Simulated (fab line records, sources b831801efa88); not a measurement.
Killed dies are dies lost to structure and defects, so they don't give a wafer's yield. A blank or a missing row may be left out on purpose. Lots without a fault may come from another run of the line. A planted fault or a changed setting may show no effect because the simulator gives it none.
Which tool did it? | flow sky130 | 11 lots, 33 wafers sampled, at 4 steps of a route of 708

WHAT THE GAUGES READ, wafer by wafer
SKY_RES_PROTECT_TW_MEAS_08.
lot  | measured     | on            | POLY_GATE_TW
L696 | day 15 22:26 | film_metro-02 | 4057 4045 4042
L699 | day 16 22:44 | film_metro-03 | 4072 4053 4049
L700 | day 17 09:10 | film_metro-03 | 4037 4043 4030
L701 | day 17 18:05 | film_metro-03 | 4058 4057 4076
L705 | day 19 00:41 | film_metro-02 | 4068 4063 4094
L708 | day 20 09:29 | film_metro-01 | 3773 3765 3761
L709 | day 20 23:24 | film_metro-03 | 3774 3776 3796
L712 | day 22 00:01 | film_metro-02 | 4036 4068 4043
L715 | day 23 14:14 | film_metro-02 | 4100 4095 4109
L716 | day 23 15:25 | film_metro-02 | 4076 4063 4064
L717 | day 23 12:59 | film_metro-02 | 4071 4058 4084

WHICH TOOL RAN EACH LOT (tool, then ch and the chambers of the sampled wafers, then the start)
lot  | SKY_FIELD_ISO_ETCH_15             | SKY_POLY_GATE_IMPLANT_02        | SKY_RES_PROTECT_STRIP_07
L696 | rie_diel-01 ch 0,1,2, day 2 15:22 | implanter-01 ch 0, day 15 22:11 | plasma_asher-03 ch 0,1, day 15 22:20
L699 | rie_diel-04 ch 1,2,3, day 3 07:56 | implanter-02 ch 0, day 16 22:29 | plasma_asher-02 ch 0,1, day 16 22:38
L700 | rie_diel-03 ch 0,3, day 3 14:20   | implanter-02 ch 0, day 17 08:55 | plasma_asher-02 ch 0,1, day 17 09:04
L701 | rie_diel-04 ch 0,3, day 3 17:16   | implanter-01 ch 0, day 17 17:50 | plasma_asher-04 ch 0,1, day 17 17:59
L705 | rie_diel-04 ch 0,2, day 4 13:09   | implanter-01 ch 0, day 19 00:27 | plasma_asher-02 ch 0,1, day 19 00:35
L708 | rie_diel-03 ch 2,3, day 5 08:37   | implanter-01 ch 0, day 20 09:14 | plasma_asher-03 ch 1, day 20 09:23
L709 | rie_diel-04 ch 0,1, day 5 11:35   | implanter-01 ch 0, day 20 23:11 | plasma_asher-04 ch 0,1, day 20 23:19
L712 | rie_diel-01 ch 0,1,2, day 6 04:22 | implanter-04 ch 0, day 21 23:46 | plasma_asher-03 ch 0,1, day 21 23:55
L715 | rie_diel-03 ch 0,1, day 6 18:32   | implanter-01 ch 0, day 23 14:00 | plasma_asher-04 ch 0,1, day 23 14:08
L716 | rie_diel-03 ch 1,2,3, day 7 00:05 | implanter-02 ch 0, day 23 15:10 | plasma_asher-02 ch 0,1, day 23 15:19
L717 | rie_diel-01 ch 1,2, day 7 04:28   | implanter-02 ch 0, day 23 12:44 | plasma_asher-02 ch 0,1, day 23 12:53
- SKY_FIELD_ISO_ETCH_15: etches the open film in CHF3/O2, stops on Si, target depth 180 nm, time 72 s.
- SKY_POLY_GATE_IMPLANT_02
- SKY_RES_PROTECT_STRIP_07: strips in O2/N2.

THE ANSWER, worked out from the rows above alone
Rule: what is usual is taken from the lots themselves. Put in order of their means at a reading, lots are off if they are a third of the lots or fewer, leave a main group of 4 or more, and stand apart from it by a gap of 3 or more times the standard deviation of the main group's means; of several such gaps the widest counts. A main group whose means are all the same, to the digits that the tables above print for the reading, isn't used. A lot without any number at a reading at which 4 lots or more have one is off too. The other lots that the step has rows for count as sound.
Off: L708, L709, at SKY_RES_PROTECT_TW_MEAS_08 (POLY_GATE_TW). The main group: mean 4063, standard deviation 18.
A tool fits if, at a process step before that reading, it ran every lot that is off, and no sound lot after the first of them. The gauges at SKY_RES_PROTECT_TW_MEAS_08 are tried like those tools. None of those tried fits.

WHAT THE SIMULATOR HAD PUT IN
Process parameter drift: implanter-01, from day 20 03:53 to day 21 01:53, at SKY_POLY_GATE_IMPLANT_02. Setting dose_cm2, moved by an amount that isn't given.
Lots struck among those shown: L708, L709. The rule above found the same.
